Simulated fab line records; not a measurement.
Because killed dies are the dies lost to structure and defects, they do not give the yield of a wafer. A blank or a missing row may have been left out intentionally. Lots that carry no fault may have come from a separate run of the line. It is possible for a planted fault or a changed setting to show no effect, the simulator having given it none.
fab line records || flow gf180mcu
record {"lots": 7, "wafers": 21, "last-day": 34}
route steps=602 shown M2@381 V2@382
lots that met no fault: from a run of the same line without faults
start-h: start of the lot's first displayed wafer, in hours after the record's first day || wait-h: hours since the lot's step before || " the same as in the row above || L1.1+2: a row that stands for several wafers || - no value, or no start given || * or withheld: withheld || < > ~ a bound
route shown NAME@n: a module of which the file shows steps, and the number in the route of the first || usual: mean/standard deviation of fault-free wafers || same: alike in all rows || chamber/n: place in a boat || sites: the reading at each site || _std_site: the standard deviation of these || _edge_site: outer sites' mean less inner sites' || radius-mm: how far each site lies from the wafer's centre || mask NAME#n: copy n || behind: tool/chamber where the wafer was last shaped || hold: why the lot went on hold/how many hours it stayed there/how the hold came to an end || device: the transistor (n, p or np) that didn't switch || end of line: at the end of the route, the tests of the same wafers || a step given without rows: its recipe and nothing more || killed: dies lost to structure and defects at the first sort, not the wafer's yield || map: shows each die of a wafer: x if killed, . if not, _ if none is there
set.NAME: setting as actually run; set.NAME@STEP: the setting as run at that earlier step || model.NAME: the simulator's own value behind a step, which no gauge read
a table for each step, a row for each wafer; lots at some steps of the route
services: when a tool's chamber went out of use (start-h, in hours from the record's first day, below 0 if earlier), for how many hours, and the reason
## steps
# step GF_M2_CLEAN_19
# recipe {"chemistry": "DIW", "dry": "n2-spin"}
# step GF_V2_CVD_00
# recipe {"material": "SiO2", "target-thk-nm": 600, "sigma-open-frac": 0.3, "temp-c": 400, "time-s": 100, "sih4-flow-sccm": 60, "pressure-mtorr": 6}
# step GF_V2_THK_MEAS_01
# recipe {"reads": "SiO2_of_V2_CVD_00"}
# usual {"V2_CVD_00_THK": "603/6.4"}
{"lot.wafer": "L941.1", "tool": "film-metro-01", "chamber": "-", "start-h": 474.36, "wait-h": 0.0, "V2_CVD_00_THK[nm]": 602}
{"lot.wafer": "L941.3", "tool": "film-metro-01", "chamber": "-", "start-h": 474.36, "wait-h": 0.0, "V2_CVD_00_THK[nm]": 602}
{"lot.wafer": "L941.4", "tool": "film-metro-01", "chamber": "-", "start-h": 474.36, "wait-h": 0.0, "V2_CVD_00_THK[nm]": 611}
{"lot.wafer": "L942.2", "tool": "film-metro-04", "chamber": "-", "start-h": 487.35, "wait-h": 0.0, "V2_CVD_00_THK[nm]": 598}
{"lot.wafer": "L942.4", "tool": "film-metro-04", "chamber": "-", "start-h": 487.35, "wait-h": 0.0, "V2_CVD_00_THK[nm]": 597}
{"lot.wafer": "L942.5", "tool": "film-metro-04", "chamber": "-", "start-h": 487.35, "wait-h": 0.0, "V2_CVD_00_THK[nm]": 604}
{"lot.wafer": "L943.1", "tool": "film-metro-03", "chamber": "-", "start-h": 493.49, "wait-h": 0.0, "V2_CVD_00_THK[nm]": 615}
{"lot.wafer": "L943.5", "tool": "film-metro-03", "chamber": "-", "start-h": 493.49, "wait-h": 0.0, "V2_CVD_00_THK[nm]": 614}
{"lot.wafer": "L943.6", "tool": "film-metro-03", "chamber": "-", "start-h": 493.49, "wait-h": 0.0, "V2_CVD_00_THK[nm]": 606}
{"lot.wafer": "L954.1", "tool": "film-metro-01", "chamber": "-", "start-h": 586.21, "wait-h": 0.0, "V2_CVD_00_THK[nm]": 604}
{"lot.wafer": "L954.2", "tool": "film-metro-01", "chamber": "-", "start-h": 586.21, "wait-h": 0.0, "V2_CVD_00_THK[nm]": 608}
{"lot.wafer": "L954.6", "tool": "film-metro-01", "chamber": "-", "start-h": 586.21, "wait-h": 0.0, "V2_CVD_00_THK[nm]": 613}
{"lot.wafer": "L955.1", "tool": "film-metro-04", "chamber": "-", "start-h": 594.80, "wait-h": 0.0, "V2_CVD_00_THK[nm]": 601}
{"lot.wafer": "L955.4", "tool": "film-metro-04", "chamber": "-", "start-h": 594.80, "wait-h": 0.0, "V2_CVD_00_THK[nm]": 598}
{"lot.wafer": "L955.5", "tool": "film-metro-04", "chamber": "-", "start-h": 594.80, "wait-h": 0.0, "V2_CVD_00_THK[nm]": 600}
{"lot.wafer": "L957.1", "tool": "film-metro-01", "chamber": "-", "start-h": 609.25, "wait-h": 0.0, "V2_CVD_00_THK[nm]": 613}
{"lot.wafer": "L957.5", "tool": "film-metro-01", "chamber": "-", "start-h": 609.25, "wait-h": 0.0, "V2_CVD_00_THK[nm]": 600}
{"lot.wafer": "L957.6", "tool": "film-metro-01", "chamber": "-", "start-h": 609.25, "wait-h": 0.0, "V2_CVD_00_THK[nm]": 609}
{"lot.wafer": "L959.2", "tool": "film-metro-01", "chamber": "-", "start-h": 616.74, "wait-h": 0.0, "V2_CVD_00_THK[nm]": 601}
{"lot.wafer": "L959.3", "tool": "film-metro-01", "chamber": "-", "start-h": 616.74, "wait-h": 0.0, "V2_CVD_00_THK[nm]": 603}
{"lot.wafer": "L959.5", "tool": "film-metro-01", "chamber": "-", "start-h": 616.74, "wait-h": 0.0, "V2_CVD_00_THK[nm]": 607}
# step GF_V2_CVD_02
# recipe {"material": "SiO2", "target-thk-nm": 850, "precursor": "TEOS", "temp-c": 400, "time-s": 94.851, "rf-w": 600}
# usual {"heater-power-w": "697/75"}
{"lot.wafer": "L941.1", "tool": "pecvd-04", "chamber": 2, "start-h": 474.42, "wait-h": 0.1, "heater-power-w": 679}
{"lot.wafer": "L941.3", "tool": "pecvd-04", "chamber": 1, "start-h": 474.42, "wait-h": 0.1, "heater-power-w": 762}
{"lot.wafer": "L941.4", "tool": "pecvd-04", "chamber": 1, "start-h": 474.42, "wait-h": 0.1, "heater-power-w": 797}
{"lot.wafer": "L942.2", "tool": "pecvd-04", "chamber": 0, "start-h": 487.40, "wait-h": 0.0, "heater-power-w": 523}
{"lot.wafer": "L942.4", "tool": "pecvd-04", "chamber": 2, "start-h": 487.40, "wait-h": 0.0, "heater-power-w": 721}
{"lot.wafer": "L942.5", "tool": "pecvd-04", "chamber": 0, "start-h": 487.40, "wait-h": 0.0, "heater-power-w": 596}
{"lot.wafer": "L943.1", "tool": "pecvd-01", "chamber": 1, "start-h": 493.55, "wait-h": 0.1, "heater-power-w": 655}
{"lot.wafer": "L943.5", "tool": "pecvd-01", "chamber": 0, "start-h": 493.55, "wait-h": 0.1, "heater-power-w": 642}
{"lot.wafer": "L943.6", "tool": "pecvd-01", "chamber": 2, "start-h": 493.55, "wait-h": 0.1, "heater-power-w": 715}
{"lot.wafer": "L954.1", "tool": "pecvd-02", "chamber": 2, "start-h": 586.27, "wait-h": 0.1, "heater-power-w": 816}
{"lot.wafer": "L954.2", "tool": "pecvd-02", "chamber": 1, "start-h": 586.27, "wait-h": 0.1, "heater-power-w": 651}
{"lot.wafer": "L954.6", "tool": "pecvd-02", "chamber": 1, "start-h": 586.27, "wait-h": 0.1, "heater-power-w": 678}
{"lot.wafer": "L955.1", "tool": "pecvd-01", "chamber": 0, "start-h": 594.86, "wait-h": 0.1, "heater-power-w": 796}
{"lot.wafer": "L955.4", "tool": "pecvd-01", "chamber": 2, "start-h": 594.86, "wait-h": 0.1, "heater-power-w": 687}
{"lot.wafer": "L955.5", "tool": "pecvd-01", "chamber": 0, "start-h": 594.86, "wait-h": 0.1, "heater-power-w": 844}
{"lot.wafer": "L957.1", "tool": "pecvd-01", "chamber": 2, "start-h": 609.31, "wait-h": 0.1, "heater-power-w": 651}
{"lot.wafer": "L957.5", "tool": "pecvd-01", "chamber": 1, "start-h": 609.31, "wait-h": 0.1, "heater-power-w": 771}
{"lot.wafer": "L957.6", "tool": "pecvd-01", "chamber": 2, "start-h": 609.31, "wait-h": 0.1, "heater-power-w": 672}
{"lot.wafer": "L959.2", "tool": "pecvd-02", "chamber": 0, "start-h": 616.79, "wait-h": 0.0, "heater-power-w": 739}
{"lot.wafer": "L959.3", "tool": "pecvd-02", "chamber": 2, "start-h": 616.79, "wait-h": 0.0, "heater-power-w": 725}
{"lot.wafer": "L959.5", "tool": "pecvd-02", "chamber": 2, "start-h": 616.79, "wait-h": 0.0, "heater-power-w": 791}
# step GF_V2_THK_MEAS_03
# recipe {"reads": "SiO2_of_V2_CVD_02"}
# usual {"V2_CVD_02_THK": "851/11"}
{"lot.wafer": "L941.1", "tool": "film-metro-03", "chamber": "-", "start-h": 474.49, "wait-h": 0.0, "V2_CVD_02_THK[nm]": 848}
{"lot.wafer": "L941.3", "tool": "film-metro-03", "chamber": "-", "start-h": 474.49, "wait-h": 0.0, "V2_CVD_02_THK[nm]": 852}
{"lot.wafer": "L941.4", "tool": "film-metro-03", "chamber": "-", "start-h": 474.49, "wait-h": 0.0, "V2_CVD_02_THK[nm]": 863}
{"lot.wafer": "L942.2", "tool": "film-metro-01", "chamber": "-", "start-h": 487.48, "wait-h": 0.0, "V2_CVD_02_THK[nm]": 843}
{"lot.wafer": "L942.4", "tool": "film-metro-01", "chamber": "-", "start-h": 487.48, "wait-h": 0.0, "V2_CVD_02_THK[nm]": 862}
{"lot.wafer": "L942.5", "tool": "film-metro-01", "chamber": "-", "start-h": 487.48, "wait-h": 0.0, "V2_CVD_02_THK[nm]": 857}
{"lot.wafer": "L943.1", "tool": "film-metro-01", "chamber": "-", "start-h": 493.62, "wait-h": 0.0, "V2_CVD_02_THK[nm]": 840}
{"lot.wafer": "L943.5", "tool": "film-metro-01", "chamber": "-", "start-h": 493.62, "wait-h": 0.0, "V2_CVD_02_THK[nm]": 857}
{"lot.wafer": "L943.6", "tool": "film-metro-01", "chamber": "-", "start-h": 493.62, "wait-h": 0.0, "V2_CVD_02_THK[nm]": 843}
{"lot.wafer": "L954.1", "tool": "film-metro-03", "chamber": "-", "start-h": 586.34, "wait-h": 0.0, "V2_CVD_02_THK[nm]": 829}
{"lot.wafer": "L954.2", "tool": "film-metro-03", "chamber": "-", "start-h": 586.34, "wait-h": 0.0, "V2_CVD_02_THK[nm]": 840}
{"lot.wafer": "L954.6", "tool": "film-metro-03", "chamber": "-", "start-h": 586.34, "wait-h": 0.0, "V2_CVD_02_THK[nm]": 861}
{"lot.wafer": "L955.1", "tool": "film-metro-03", "chamber": "-", "start-h": 594.93, "wait-h": 0.0, "V2_CVD_02_THK[nm]": 860}
{"lot.wafer": "L955.4", "tool": "film-metro-03", "chamber": "-", "start-h": 594.93, "wait-h": 0.0, "V2_CVD_02_THK[nm]": 876}
{"lot.wafer": "L955.5", "tool": "film-metro-03", "chamber": "-", "start-h": 594.93, "wait-h": 0.0, "V2_CVD_02_THK[nm]": 865}
{"lot.wafer": "L957.1", "tool": "film-metro-04", "chamber": "-", "start-h": 609.38, "wait-h": 0.0, "V2_CVD_02_THK[nm]": 849}
{"lot.wafer": "L957.5", "tool": "film-metro-04", "chamber": "-", "start-h": 609.38, "wait-h": 0.0, "V2_CVD_02_THK[nm]": 862}
{"lot.wafer": "L957.6", "tool": "film-metro-04", "chamber": "-", "start-h": 609.38, "wait-h": 0.0, "V2_CVD_02_THK[nm]": 863}
{"lot.wafer": "L959.2", "tool": "film-metro-04", "chamber": "-", "start-h": 616.87, "wait-h": 0.0, "V2_CVD_02_THK[nm]": 854}
{"lot.wafer": "L959.3", "tool": "film-metro-04", "chamber": "-", "start-h": 616.87, "wait-h": 0.0, "V2_CVD_02_THK[nm]": 852}
{"lot.wafer": "L959.5", "tool": "film-metro-04", "chamber": "-", "start-h": 616.87, "wait-h": 0.0, "V2_CVD_02_THK[nm]": 872}
# step GF_V2_CMP_04
# recipe {"material": "SiO2", "down-force-psi": 4, "platen-rpm": 60, "pad-velocity-m-s": 0.94248}
# usual {"motor-current-A": "12.1/0.67", "platen-rpm": "60.00/0.045", "slurry-filter-dp-kPa": "13.50/0.13", "time-to-endpoint-s": "76/4.8"}
{"lot.wafer": "L941.1", "tool": "cmp-01", "chamber": 1, "start-h": 474.60, "wait-h": 0.1, "motor-current-A": 11.7, "platen-rpm": 59.97, "slurry-filter-dp-kPa": 13.45, "time-to-endpoint-s": 69}
{"lot.wafer": "L941.4", "tool": "cmp-01", "chamber": 2, "start-h": 474.60, "wait-h": 0.1, "motor-current-A": 12.4, "platen-rpm": 60.08, "slurry-filter-dp-kPa": 13.35, "time-to-endpoint-s": 77}
{"lot.wafer": "L941.3", "tool": "cmp-01", "chamber": 3, "start-h": 474.60, "wait-h": 0.1, "motor-current-A": 12.4, "platen-rpm": 59.99, "slurry-filter-dp-kPa": 13.56, "time-to-endpoint-s": 73}
{"lot.wafer": "L942.4", "tool": "cmp-01", "chamber": 2, "start-h": 487.58, "wait-h": 0.1, "motor-current-A": 12.5, "platen-rpm": 59.94, "slurry-filter-dp-kPa": 13.57, "time-to-endpoint-s": 76}
{"lot.wafer": "L942.2", "tool": "cmp-01", "chamber": 3, "start-h": 487.58, "wait-h": 0.1, "motor-current-A": 12.2, "platen-rpm": 59.96, "slurry-filter-dp-kPa": 13.57, "time-to-endpoint-s": 73}
{"lot.wafer": "L942.5", "tool": "cmp-01", "chamber": 1, "start-h": 487.58, "wait-h": 0.1, "motor-current-A": 11.7, "platen-rpm": 59.97, "slurry-filter-dp-kPa": 13.53, "time-to-endpoint-s": 78}
{"lot.wafer": "L943.1", "tool": "cmp-01", "chamber": 0, "start-h": 493.68, "wait-h": 0.1, "motor-current-A": 13.0, "platen-rpm": 60.03, "slurry-filter-dp-kPa": 13.45, "time-to-endpoint-s": 76}
{"lot.wafer": "L943.5", "tool": "cmp-01", "chamber": 0, "start-h": 493.68, "wait-h": 0.1, "motor-current-A": 12.7, "platen-rpm": 59.96, "slurry-filter-dp-kPa": 13.56, "time-to-endpoint-s": 81}
{"lot.wafer": "L943.6", "tool": "cmp-01", "chamber": 1, "start-h": 493.68, "wait-h": 0.1, "motor-current-A": 11.1, "platen-rpm": 59.99, "slurry-filter-dp-kPa": 13.65, "time-to-endpoint-s": 76}
{"lot.wafer": "L954.1", "tool": "cmp-01", "chamber": 3, "start-h": 586.50, "wait-h": 0.1, "motor-current-A": 12.5, "platen-rpm": 59.94, "slurry-filter-dp-kPa": 13.44, "time-to-endpoint-s": 67}
{"lot.wafer": "L954.2", "tool": "cmp-01", "chamber": 0, "start-h": 586.50, "wait-h": 0.1, "motor-current-A": 13.2, "platen-rpm": 60.02, "slurry-filter-dp-kPa": 13.53, "time-to-endpoint-s": 71}
{"lot.wafer": "L954.6", "tool": "cmp-01", "chamber": 1, "start-h": 586.50, "wait-h": 0.1, "motor-current-A": 11.8, "platen-rpm": 59.93, "slurry-filter-dp-kPa": 13.43, "time-to-endpoint-s": 76}
{"lot.wafer": "L955.1", "tool": "cmp-01", "chamber": 2, "start-h": 595.04, "wait-h": 0.1, "motor-current-A": 13.0, "platen-rpm": 59.96, "slurry-filter-dp-kPa": 13.51, "time-to-endpoint-s": 80}
{"lot.wafer": "L955.4", "tool": "cmp-01", "chamber": 0, "start-h": 595.04, "wait-h": 0.1, "motor-current-A": 13.2, "platen-rpm": 60.00, "slurry-filter-dp-kPa": 13.41, "time-to-endpoint-s": 89}
{"lot.wafer": "L955.5", "tool": "cmp-01", "chamber": 2, "start-h": 595.04, "wait-h": 0.1, "motor-current-A": 12.4, "platen-rpm": 59.97, "slurry-filter-dp-kPa": 13.42, "time-to-endpoint-s": 80}
{"lot.wafer": "L957.1", "tool": "cmp-02", "chamber": 3, "start-h": 609.54, "wait-h": 0.1, "motor-current-A": 11.7, "platen-rpm": 59.93, "slurry-filter-dp-kPa": 13.55, "time-to-endpoint-s": 79}
{"lot.wafer": "L957.6", "tool": "cmp-02", "chamber": 1, "start-h": 609.54, "wait-h": 0.1, "motor-current-A": 12.0, "platen-rpm": 59.90, "slurry-filter-dp-kPa": 13.34, "time-to-endpoint-s": 85}
{"lot.wafer": "L957.5", "tool": "cmp-02", "chamber": 2, "start-h": 609.54, "wait-h": 0.1, "motor-current-A": 11.0, "platen-rpm": 59.97, "slurry-filter-dp-kPa": 13.54, "time-to-endpoint-s": 85}
{"lot.wafer": "L959.3", "tool": "cmp-02", "chamber": 3, "start-h": 616.92, "wait-h": 0.0, "motor-current-A": 11.6, "platen-rpm": 59.99, "slurry-filter-dp-kPa": 13.52, "time-to-endpoint-s": 80}
{"lot.wafer": "L959.2", "tool": "cmp-02", "chamber": 2, "start-h": 616.92, "wait-h": 0.0, "motor-current-A": 11.2, "platen-rpm": 59.89, "slurry-filter-dp-kPa": 13.51, "time-to-endpoint-s": 76}
{"lot.wafer": "L959.5", "tool": "cmp-02", "chamber": 0, "start-h": 616.92, "wait-h": 0.0, "motor-current-A": 12.4, "platen-rpm": 59.99, "slurry-filter-dp-kPa": 13.54, "time-to-endpoint-s": 84}
# step GF_V2_BOW_MEAS_05
# recipe {"mode": "bow"}
# usual {"V2_BOW": "100/8"}
{"lot.wafer": "L941.1", "tool": "film-metro-03", "chamber": "-", "start-h": 474.85, "wait-h": 0.2, "V2_BOW[um]": 101}
{"lot.wafer": "L941.3", "tool": "film-metro-03", "chamber": "-", "start-h": 474.85, "wait-h": 0.2, "V2_BOW[um]": 88}
{"lot.wafer": "L941.4", "tool": "film-metro-03", "chamber": "-", "start-h": 474.85, "wait-h": 0.2, "V2_BOW[um]": 95}
{"lot.wafer": "L942.2", "tool": "film-metro-01", "chamber": "-", "start-h": 487.87, "wait-h": 0.2, "V2_BOW[um]": 88}
{"lot.wafer": "L942.4", "tool": "film-metro-01", "chamber": "-", "start-h": 487.87, "wait-h": 0.2, "V2_BOW[um]": 87}
{"lot.wafer": "L942.5", "tool": "film-metro-01", "chamber": "-", "start-h": 487.87, "wait-h": 0.2, "V2_BOW[um]": 85}
{"lot.wafer": "L943.1", "tool": "film-metro-04", "chamber": "-", "start-h": 493.98, "wait-h": 0.2, "V2_BOW[um]": 101}
{"lot.wafer": "L943.5", "tool": "film-metro-04", "chamber": "-", "start-h": 493.98, "wait-h": 0.2, "V2_BOW[um]": 82}
{"lot.wafer": "L943.6", "tool": "film-metro-04", "chamber": "-", "start-h": 493.98, "wait-h": 0.2, "V2_BOW[um]": 87}
{"lot.wafer": "L954.1", "tool": "film-metro-04", "chamber": "-", "start-h": 586.70, "wait-h": 0.1, "V2_BOW[um]": 97}
{"lot.wafer": "L954.2", "tool": "film-metro-04", "chamber": "-", "start-h": 586.70, "wait-h": 0.1, "V2_BOW[um]": 96}
{"lot.wafer": "L954.6", "tool": "film-metro-04", "chamber": "-", "start-h": 586.70, "wait-h": 0.1, "V2_BOW[um]": 94}
{"lot.wafer": "L955.1", "tool": "film-metro-04", "chamber": "-", "start-h": 595.29, "wait-h": 0.2, "V2_BOW[um]": 89}
{"lot.wafer": "L955.4", "tool": "film-metro-04", "chamber": "-", "start-h": 595.29, "wait-h": 0.2, "V2_BOW[um]": 101}
{"lot.wafer": "L955.5", "tool": "film-metro-04", "chamber": "-", "start-h": 595.29, "wait-h": 0.2, "V2_BOW[um]": 114}
{"lot.wafer": "L957.1", "tool": "film-metro-01", "chamber": "-", "start-h": 609.74, "wait-h": 0.1, "V2_BOW[um]": 95}
{"lot.wafer": "L957.5", "tool": "film-metro-01", "chamber": "-", "start-h": 609.74, "wait-h": 0.1, "V2_BOW[um]": 85}
{"lot.wafer": "L957.6", "tool": "film-metro-01", "chamber": "-", "start-h": 609.74, "wait-h": 0.1, "V2_BOW[um]": 97}
{"lot.wafer": "L959.2", "tool": "film-metro-03", "chamber": "-", "start-h": 617.24, "wait-h": 0.1, "V2_BOW[um]": 98}
{"lot.wafer": "L959.3", "tool": "film-metro-03", "chamber": "-", "start-h": 617.24, "wait-h": 0.1, "V2_BOW[um]": 104}
{"lot.wafer": "L959.5", "tool": "film-metro-03", "chamber": "-", "start-h": 617.24, "wait-h": 0.1, "V2_BOW[um]": 95}
# step GF_V2_DEHYDRATE_06
# recipe {"temp-c": 200, "time-s": 60}
# step GF_V2_HMDS_07
# recipe {"prime-time-s": 60, "prime-temp-c": 120}
# step GF_V2_COAT_08
# recipe {"resist": "BARC", "temp-c": "withheld", "time-s": "withheld", "spin-rpm": "withheld", "resist-thk-nm": "withheld"}
# step GF_V2_COAT_09
# recipe {"resist": "KrF", "spin-rpm": "withheld", "resist-thk-nm": 1000}
# step GF_V2_SOFTBAKE_10
# recipe {"temp-c": 130, "time-s": 60, "resist": "KrF"}
# step GF_V2_EXPOSE_11
# recipe {"mask-id": "Via2", "target-cd-nm": 260, "na": 0.68, "source-shape": "conventional", "sigma-outer": 0.6, "dose-mj": 38}
# usual {"exposure-dose-mJ-cm2": "37.96/0.039", "focus-offset-nm": "0.1/0.61"}
{"lot.wafer": "L941.1", "tool": "krf-scanner-02", "chamber": "-", "start-h": 487.34, "wait-h": "-", "mask": "Via2#0", "exposure-dose-mJ-cm2": "-", "focus-offset-nm": "-"}
{"lot.wafer": "L941.3", "tool": "krf-scanner-02", "chamber": "-", "start-h": 487.34, "wait-h": "-", "mask": "Via2#0", "exposure-dose-mJ-cm2": "-", "focus-offset-nm": "-"}
{"lot.wafer": "L941.4", "tool": "krf-scanner-02", "chamber": "-", "start-h": 487.34, "wait-h": "-", "mask": "Via2#0", "exposure-dose-mJ-cm2": "-", "focus-offset-nm": "-"}
{"lot.wafer": "L942.2", "tool": "krf-scanner-02", "chamber": "-", "start-h": 499.79, "wait-h": "-", "mask": "Via2#0", "exposure-dose-mJ-cm2": "-", "focus-offset-nm": "-"}
{"lot.wafer": "L942.4", "tool": "krf-scanner-02", "chamber": "-", "start-h": 499.79, "wait-h": "-", "mask": "Via2#0", "exposure-dose-mJ-cm2": "-", "focus-offset-nm": "-"}
{"lot.wafer": "L942.5", "tool": "krf-scanner-02", "chamber": "-", "start-h": 499.79, "wait-h": "-", "mask": "Via2#0", "exposure-dose-mJ-cm2": "-", "focus-offset-nm": "-"}
{"lot.wafer": "L943.1", "tool": "krf-scanner-01", "chamber": "-", "start-h": 506.13, "wait-h": "-", "mask": "Via2#0", "exposure-dose-mJ-cm2": "-", "focus-offset-nm": "-"}
{"lot.wafer": "L943.5", "tool": "krf-scanner-01", "chamber": "-", "start-h": 506.13, "wait-h": "-", "mask": "Via2#0", "exposure-dose-mJ-cm2": "-", "focus-offset-nm": "-"}
{"lot.wafer": "L943.6", "tool": "krf-scanner-01", "chamber": "-", "start-h": 506.13, "wait-h": "-", "mask": "Via2#0", "exposure-dose-mJ-cm2": "-", "focus-offset-nm": "-"}
{"lot.wafer": "L954.1", "tool": "krf-scanner-01", "chamber": 0, "start-h": 597.18, "wait-h": "-", "mask": "Via2#0", "exposure-dose-mJ-cm2": 37.99, "focus-offset-nm": 0.8}
{"lot.wafer": "L954.2", "tool": "krf-scanner-01", "chamber": 0, "start-h": 597.18, "wait-h": "-", "mask": "Via2#0", "exposure-dose-mJ-cm2": 37.95, "focus-offset-nm": 0.9}
{"lot.wafer": "L954.6", "tool": "krf-scanner-01", "chamber": 0, "start-h": 597.18, "wait-h": "-", "mask": "Via2#0", "exposure-dose-mJ-cm2": 37.99, "focus-offset-nm": 0.1}
{"lot.wafer": "L955.1", "tool": "krf-scanner-02", "chamber": 0, "start-h": 606.43, "wait-h": "-", "mask": "Via2#0", "exposure-dose-mJ-cm2": 37.93, "focus-offset-nm": -0.9}
{"lot.wafer": "L955.4", "tool": "krf-scanner-02", "chamber": 0, "start-h": 606.43, "wait-h": "-", "mask": "Via2#0", "exposure-dose-mJ-cm2": 38.01, "focus-offset-nm": -0.7}
{"lot.wafer": "L955.5", "tool": "krf-scanner-02", "chamber": 0, "start-h": 606.43, "wait-h": "-", "mask": "Via2#0", "exposure-dose-mJ-cm2": 37.97, "focus-offset-nm": -0.6}
{"lot.wafer": "L957.1", "tool": "krf-scanner-01", "chamber": 0, "start-h": 620.39, "wait-h": "-", "mask": "Via2#0", "exposure-dose-mJ-cm2": 37.93, "focus-offset-nm": 1.0}
{"lot.wafer": "L957.5", "tool": "krf-scanner-01", "chamber": 0, "start-h": 620.39, "wait-h": "-", "mask": "Via2#0", "exposure-dose-mJ-cm2": 37.98, "focus-offset-nm": 0.5}
{"lot.wafer": "L957.6", "tool": "krf-scanner-01", "chamber": 0, "start-h": 620.39, "wait-h": "-", "mask": "Via2#0", "exposure-dose-mJ-cm2": 37.93, "focus-offset-nm": 0.9}
{"lot.wafer": "L959.2", "tool": "krf-scanner-02", "chamber": 0, "start-h": 628.04, "wait-h": "-", "mask": "Via2#0", "exposure-dose-mJ-cm2": 38.00, "focus-offset-nm": -0.4}
{"lot.wafer": "L959.3", "tool": "krf-scanner-02", "chamber": 0, "start-h": 628.04, "wait-h": "-", "mask": "Via2#0", "exposure-dose-mJ-cm2": 38.00, "focus-offset-nm": 0.1}
{"lot.wafer": "L959.5", "tool": "krf-scanner-02", "chamber": 0, "start-h": 628.04, "wait-h": "-", "mask": "Via2#0", "exposure-dose-mJ-cm2": 37.98, "focus-offset-nm": -0.9}
# step GF_V2_PEB_12
# recipe {"peb-temp-c": 135, "peb-time-s": 90, "resist": "KrF"}
## services
{"tool": "pecvd-04", "chamber": "-", "start-h": 455.27, "hours": 1.9, "kind": "repair"}
{"tool": "cmp-01", "chamber": "-", "start-h": 463.03, "hours": 6.0, "kind": "pm"}
{"tool": "krf-scanner-02", "chamber": "-", "start-h": 472.22, "hours": 1.3, "kind": "pm"}
{"tool": "cmp-01", "chamber": "-", "start-h": 475.41, "hours": 6.8, "kind": "pm"}
{"tool": "cmp-02", "chamber": "-", "start-h": 476.21, "hours": 0.8, "kind": "repair"}
{"tool": "krf-scanner-01", "chamber": "-", "start-h": 477.51, "hours": 0.5, "kind": "repair"}
{"tool": "krf-scanner-01", "chamber": "-", "start-h": 480.96, "hours": 0.8, "kind": "pm"}
{"tool": "krf-scanner-01", "chamber": "-", "start-h": 497.07, "hours": 0.2, "kind": "repair"}
{"tool": "pecvd-04", "chamber": "-", "start-h": 498.42, "hours": 0.7, "kind": "repair"}
{"tool": "cmp-01", "chamber": "-", "start-h": 506.81, "hours": 0.4, "kind": "repair"}
{"tool": "krf-scanner-02", "chamber": "-", "start-h": 508.18, "hours": 4.0, "kind": "pm"}
{"tool": "cmp-01", "chamber": "-", "start-h": 509.38, "hours": 1.1, "kind": "repair"}
{"tool": "krf-scanner-01", "chamber": "-", "start-h": 517.67, "hours": 1.2, "kind": "repair"}
{"tool": "krf-scanner-01", "chamber": "-", "start-h": 522.87, "hours": 1.0, "kind": "pm"}
{"tool": "krf-scanner-02", "chamber": "-", "start-h": 527.42, "hours": 0.4, "kind": "repair"}
{"tool": "cmp-02", "chamber": "-", "start-h": 529.00, "hours": 1.0, "kind": "repair"}
{"tool": "krf-scanner-02", "chamber": "-", "start-h": 555.47, "hours": 1.0, "kind": "pm"}
{"tool": "pecvd-04", "chamber": "-", "start-h": 555.78, "hours": 0.7, "kind": "repair"}
{"tool": "pecvd-04", "chamber": "-", "start-h": 557.59, "hours": 0.8, "kind": "repair"}
{"tool": "cmp-02", "chamber": "-", "start-h": 573.79, "hours": 4.0, "kind": "pm"}
{"tool": "krf-scanner-02", "chamber": "-", "start-h": 577.70, "hours": 0.8, "kind": "pm"}
{"tool": "krf-scanner-01", "chamber": "-", "start-h": 615.02, "hours": 1.3, "kind": "pm"}
{"tool": "pecvd-01", "chamber": "-", "start-h": 619.03, "hours": 1.1, "kind": "repair"}
{"tool": "cmp-01", "chamber": "-", "start-h": 627.89, "hours": 1.1, "kind": "repair"}
## key
first-sign {"step": "GF_V2_EXPOSE_11", "reading": "tool-record", "direction": "missing"}
effect none on later readings
met-at GF_V2_EXPOSE_11
struck-wafers L941.1,L941.3,L941.4,L942.2,L942.4,L942.5,L943.1,L943.5,L943.6
later-rows-left-out L941.1,L941.3,L941.4,L942.2,L942.4,L942.5,L943.1,L943.5,L943.6
sort-left-out L941.1,L941.3,L941.4,L942.2,L942.4,L942.5,L943.1,L943.5,L943.6
fault {"kind": "skipped-step-whole", "tool": "krf-scanner-01,krf-scanner-02", "chamber": "-", "onset-h": 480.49, "steps": "GF_V2_EXPOSE_11", "scope": "struck-lots-only"}
# sort-left-out: the simulated sort isn't trusted on such a fault, so these wafers' sort isn't shown, and their yield isn't known
# later-rows-left-out: the simulator's readings of these wafers behind a module that went badly wrong aren't trusted and aren't shown, but for the sort
